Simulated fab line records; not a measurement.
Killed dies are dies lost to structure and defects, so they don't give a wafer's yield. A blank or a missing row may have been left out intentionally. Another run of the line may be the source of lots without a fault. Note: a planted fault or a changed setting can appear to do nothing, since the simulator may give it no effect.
Matching of chambers | flow sky130 | SKY_POLY_GATE_ETCH_16 on rie diel-01 has 4 sister chambers
The step etches Si3N4 in CH3F/O2, stops on poly-Si, time 147.5 s, target depth 75 nm. 8 wafers are shown with their chamber, then 7 later ones without.

WAFERS, EACH WITH ITS CHAMBER
wafer  | chamber | drypump motor current A (A) | oes product au (a.u.)
L625.4 | 1       | 5.6                         | 0.645
L628.3 | 3       | 5.2                         | 0.646
L628.5 | 2       | 4.9                         | 0.643
L629.2 | 2       | 4.9                         | 0.636
L629.4 | 0       | 5.9                         | 0.638
L629.6 | 3       | 5.1                         | 0.645
L631.1 | 0       | 6.0                         | 0.638
L631.4 | 1       | 5.6                         | 0.645

WAFERS WHOSE CHAMBER IS MISSING
wafer  | drypump motor current A (A) | oes product au (a.u.)
L631.5 | 5.6                         | 0.643
L632.3 | 5.6                         | 0.638
L632.4 | 4.9                         | 0.642
L632.5 | 5.9                         | 0.633
L639.1 | 6.0                         | 0.648
L639.5 | 5.9                         | 0.637
L639.6 | 4.9                         | 0.638

EACH ONE'S CHAMBER
wafer  | from the rows above | in truth
L631.5 | 1                   | 1
L632.3 | 1                   | 1
L632.4 | 2                   | 2
L632.5 | 0                   | 0
L639.1 | 0                   | 0
L639.5 | 0                   | 0
L639.6 | 2                   | 2
Correctly placed: 7 of 7. Left unplaced by these rows: 0. Number placed wrongly: 0.
How it was worked out, from the rows above alone: a wafer's distance from a chamber is the root of the sum, over the readings, of the square of ((its reading less the chamber's mean) divided by the reading's scatter). If the next closest chamber is less than 2 further off than the closest, the wafer can't be placed; otherwise it belongs to the closest. For every chamber, the mean is computed from those of its wafers that are shown. How the scatter is found: for the shown wafers, subtract from each reading the mean of its chamber, square and add these, divide the total by (wafers less chambers), then take the root.
